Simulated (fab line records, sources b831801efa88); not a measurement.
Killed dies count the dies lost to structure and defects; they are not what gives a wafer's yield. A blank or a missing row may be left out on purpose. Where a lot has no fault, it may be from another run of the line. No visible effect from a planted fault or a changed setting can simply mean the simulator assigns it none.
A struck lot beside a sound one    flow sky130    15 steps out of a route of 708
Sound: these wafers, L660.3, L660.4, L660.5. Struck: wafer L664.3 (left out: L664.1, L664.5 of the same lot, which were not struck); the cause appears at the end.
Per side, at each step with rows, come the tool, then ch with its chambers, and then its first start. Under that, the readings that differ: sound wafers    struck wafers    difference of the means    sigmas: that difference in standard deviations of wafers without a fault.
alike: same words and numbers on both sides, and readings whose means sit less than 2 such deviations apart. not compared: any withheld reading, any reading some wafer has no value for, any bound like >300 that may hide the same value, and any number with overlapping values for which the record gives no deviation.
The two part at a step that has a row with sigmas, a row that says differs or no value, or rows on one side only. Numbers that don't overlap but have no deviation are shown without sigmas and don't part them. A reading that every wafer of one side lacks parts them only if that side has two wafers or more.

SKY_VIA4_STRIP_13: strips in O2/N2.
  sound on plasma_asher-03 ch 0,1, day 45 12:26; struck on plasma_asher-02 ch 1, day 46 20:11
  alike: drypump_motor_current_A, o2_flow_sccm, oes_product_au, strip_time_to_endpoint_s
  not compared: rf_hours_counter_h
then, 3 steps without rows for these wafers: SKY_VIA4_STRIP_14 (strips in post etch residue remover, time 1200 s); SKY_VIA4_CLEAN_15 (cleans in IPA, time 180 s); SKY_VIA4_CLEAN_16 (cleans in O3/DIW).
SKY_VIA4_SPUTTER_17: material TiN, target thk 20 nm, time 80 s.
  struck on pvd_sputter-01, day 46 20:47; sound on pvd_sputter-02, day 45 13:00
reading                 sound           struck  difference  sigmas
throttle_valve_pct (%)  29.4 29.4 29.8  31.3    +1.8        +2
  alike: cathode_dc_power_W
then, 1 step without rows for these wafers: SKY_VIA4_CVD_18 (deposits W, target thk 505 nm, time 152.14 s).
SKY_VIA4_RS_MEAS_19: measurement is done with a four-point probe.
  struck on film_metro-02, day 46 20:59; sound on film_metro-01, day 45 13:16
  alike: VIA4_W_RS
SKY_VIA4_THK_MEAS_20: measures by xrf.
  struck on film_metro-02, day 46 21:07; sound on film_metro-01, day 45 13:22
  alike: VIA4_W_THK
then, 1 step without rows for these wafers: SKY_VIA4_CMP_21 (polishes, stops on SiO2, t overpolish 25 s, target thk 0 nm).
SKY_METAL5_SPUTTER_00: material Ti, target thk 15 nm, time 10 s.
  struck on pvd_sputter-01, day 46 21:28; sound on pvd_sputter-03, day 45 13:42
  alike: cathode_dc_power_W, throttle_valve_pct
SKY_METAL5_SPUTTER_01: material TiN, target thk 20 nm, time 17.17 s.
  struck on pvd_sputter-01, day 46 21:29; sound on pvd_sputter-03, day 45 13:43
reading                 sound                 struck  difference  sigmas
cathode_dc_power_W (W)  6500.6 6496.6 6499.0  6501.6  +2.9        +2
  alike: throttle_valve_pct
then, 1 step without rows for these wafers: SKY_METAL5_SPUTTER_02 (material AlCu, target thk 1150 nm, time 61.2 s).
SKY_METAL5_SPUTTER_03: material Ti, target thk 5 nm, time 3.3 s.
  struck on pvd_sputter-01, day 46 21:34; sound on pvd_sputter-03, day 45 13:47
reading                 sound                 struck  difference  sigmas
cathode_dc_power_W (W)  3000.2 3000.6 3000.2  2918.3  -82.0       -99 or more
  alike: throttle_valve_pct
SKY_METAL5_SPUTTER_04: material TiN, target thk 70 nm, time 58.3 s.
  struck on pvd_sputter-01, day 46 21:35; sound on pvd_sputter-03, day 45 13:49
  alike: cathode_dc_power_W, throttle_valve_pct
-- the record jumps here: 2 days lie between the struck wafers' starts before and after (it left off in module METAL5 and takes up again in module PAD_OPEN, whose first step shown is number 708 of the route) --
SKY_PAD_OPEN_PROBE_99:
  struck on prober-02, day 49 08:33; sound on prober-01, day 48 04:15
reading          sound  struck  difference  sigmas
killed_at_M4_up  2 1 2  6       +4          +2
  alike: defect_limited_yield, killed_at_M0_to_M3, killed_at_contacts, killed_at_front_end, killed_at_other, killed_dies, killed_open, killed_short, sort_bin_3_pad_short, sort_bin_5_function, sort_bin_6_memory, sort_n_pass, sort_yield_pct

WHERE THEY PART
At SKY_VIA4_SPUTTER_17 first; at SKY_PAD_OPEN_PROBE_99 last (within this record only).

WHY: the cause the simulator had injected
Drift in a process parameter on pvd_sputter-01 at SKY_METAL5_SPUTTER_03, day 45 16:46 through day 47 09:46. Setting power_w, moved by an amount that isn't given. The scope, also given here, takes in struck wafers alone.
